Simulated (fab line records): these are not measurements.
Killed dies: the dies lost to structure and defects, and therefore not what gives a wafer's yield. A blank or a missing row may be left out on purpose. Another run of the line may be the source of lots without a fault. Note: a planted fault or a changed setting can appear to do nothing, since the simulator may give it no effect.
A sampling plan put to the test    flow gf180mcu    each of the 16 faults these records tell of, on one fab line, judged from the records of the lots it struck
The line's own looks make up the plan; these are the steps of the route where a gauge or inspection reads the wafer and leaves it unchanged. Where struck wafers have a number at a look and the file lists that look's usual mean and standard deviation on fault-free wafers, the look can be judged. Caught: 4 or more of those standard deviations (sigma) separate the usual mean from the mean of the struck wafers at a look after the fault's first step. On the tool: the test repeated on the tool's own readings taken at the fault's steps. It also counts as caught if the struck wafers ran another recipe or if their record alone is blank.

THE FAULTS, as the simulator had put them in
1. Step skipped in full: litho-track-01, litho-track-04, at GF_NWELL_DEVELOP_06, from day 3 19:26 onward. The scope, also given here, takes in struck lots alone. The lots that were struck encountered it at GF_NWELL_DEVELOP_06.
2. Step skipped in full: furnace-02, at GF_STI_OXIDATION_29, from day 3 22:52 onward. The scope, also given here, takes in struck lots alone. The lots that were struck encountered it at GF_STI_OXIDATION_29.
3. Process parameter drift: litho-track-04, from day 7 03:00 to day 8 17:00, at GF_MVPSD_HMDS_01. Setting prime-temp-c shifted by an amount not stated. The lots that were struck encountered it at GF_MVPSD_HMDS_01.
4. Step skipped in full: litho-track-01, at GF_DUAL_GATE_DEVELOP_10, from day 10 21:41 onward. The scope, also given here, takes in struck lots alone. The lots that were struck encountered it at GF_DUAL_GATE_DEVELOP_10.
5. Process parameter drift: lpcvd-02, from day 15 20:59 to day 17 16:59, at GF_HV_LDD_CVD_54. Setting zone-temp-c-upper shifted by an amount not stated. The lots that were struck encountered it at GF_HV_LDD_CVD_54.
6. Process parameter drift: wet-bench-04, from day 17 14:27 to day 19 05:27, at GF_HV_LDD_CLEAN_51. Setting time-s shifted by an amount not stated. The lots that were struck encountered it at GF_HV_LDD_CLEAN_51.
7. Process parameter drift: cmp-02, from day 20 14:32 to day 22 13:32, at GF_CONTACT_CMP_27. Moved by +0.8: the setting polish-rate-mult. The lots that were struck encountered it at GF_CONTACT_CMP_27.
8. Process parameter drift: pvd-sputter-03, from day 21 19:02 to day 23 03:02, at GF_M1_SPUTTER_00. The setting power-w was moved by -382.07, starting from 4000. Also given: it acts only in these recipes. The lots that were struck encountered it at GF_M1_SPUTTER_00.
9. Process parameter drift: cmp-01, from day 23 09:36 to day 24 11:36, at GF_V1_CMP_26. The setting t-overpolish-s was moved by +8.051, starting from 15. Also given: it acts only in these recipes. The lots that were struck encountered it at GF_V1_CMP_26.
10. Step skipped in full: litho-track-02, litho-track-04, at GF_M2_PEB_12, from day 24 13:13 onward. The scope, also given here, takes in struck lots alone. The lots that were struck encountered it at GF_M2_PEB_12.
11. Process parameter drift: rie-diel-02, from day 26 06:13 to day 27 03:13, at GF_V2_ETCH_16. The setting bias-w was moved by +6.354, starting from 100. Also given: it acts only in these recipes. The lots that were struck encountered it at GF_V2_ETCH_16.
12. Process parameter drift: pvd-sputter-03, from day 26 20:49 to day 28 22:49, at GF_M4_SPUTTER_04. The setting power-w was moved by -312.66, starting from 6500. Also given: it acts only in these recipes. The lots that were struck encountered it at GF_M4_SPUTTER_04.
13. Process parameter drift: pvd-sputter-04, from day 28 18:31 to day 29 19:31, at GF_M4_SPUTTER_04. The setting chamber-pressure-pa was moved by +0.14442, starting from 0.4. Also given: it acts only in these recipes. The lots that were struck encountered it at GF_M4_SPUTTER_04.
14. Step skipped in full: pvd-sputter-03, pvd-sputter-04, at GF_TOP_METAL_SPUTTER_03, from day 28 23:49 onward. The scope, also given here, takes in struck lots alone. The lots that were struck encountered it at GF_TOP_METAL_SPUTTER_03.
15. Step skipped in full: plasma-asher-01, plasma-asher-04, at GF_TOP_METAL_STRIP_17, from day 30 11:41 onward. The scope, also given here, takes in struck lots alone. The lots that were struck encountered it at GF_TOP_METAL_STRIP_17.
16. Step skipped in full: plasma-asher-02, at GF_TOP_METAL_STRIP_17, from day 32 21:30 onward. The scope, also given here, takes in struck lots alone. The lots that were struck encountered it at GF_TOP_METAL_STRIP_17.

WHAT THE PLAN SAW
fault  on the tool itself                                first look that catches it                       reading, sigma  median hours from its first step to that look  hours from the fault's start to the first struck lot there  judged looks passed uncaught
1      the tool's record is blank for the struck wafers  not the one look that can be judged after it     -               -                                              -                                                           1
2      the tool's record is blank for the struck wafers  no look after it can be judged                   -               -                                              -                                                           0
3      prime-temp-c +21 sigma                            not the one look that can be judged after it     -               -                                              -                                                           1
4      the tool's record is blank for the struck wafers  no look after it can be judged                   -               -                                              -                                                           0
5      spike-tc-upper-C +21 sigma                        none of the 2 looks that can be judged after it  -               -                                              -                                                           2
6      run-length-s -4.3 sigma                           not the one look that can be judged after it     -               -                                              -                                                           1
7      time-to-endpoint-s -11 sigma                      not the one look that can be judged after it     -               -                                              -                                                           1
8      cathode-dc-power-W -99 or beyond sigma            not the one look that can be judged after it     -               -                                              -                                                           1
9      overpolish-run-s +99 or beyond sigma              not the one look that can be judged after it     -               -                                              -                                                           1
10     the tool's record is blank for the struck wafers  no look after it can be judged                   -               -                                              -                                                           0
11     bias-w +19 sigma                                  no look after it can be judged                   -               -                                              -                                                           0
12     cathode-dc-power-W -99 or beyond sigma            no look after it can be judged                   -               -                                              -                                                           0
13     chamber-pressure-pa +99 or beyond sigma           no look after it can be judged                   -               -                                              -                                                           0
14     the tool's record is blank for the struck wafers  no look after it can be judged                   -               -                                              -                                                           0
15     the tool's record is blank for the struck wafers  not the one look that can be judged after it     -               -                                              -                                                           1
16     the tool's record is blank for the struck wafers  no look after it can be judged                   -               -                                              -                                                           0
Dash: fault not caught, or number not given in these records.

Caught at a look: 0 of 16. Caught on the tool: 16 of 16. By one or the other: 16 of 16.
Faults caught by the tool alone: 1, 2, 3, 4, 5, 6, 7, 8, 9, 10, 11, 12, 13, 14, 15, 16.
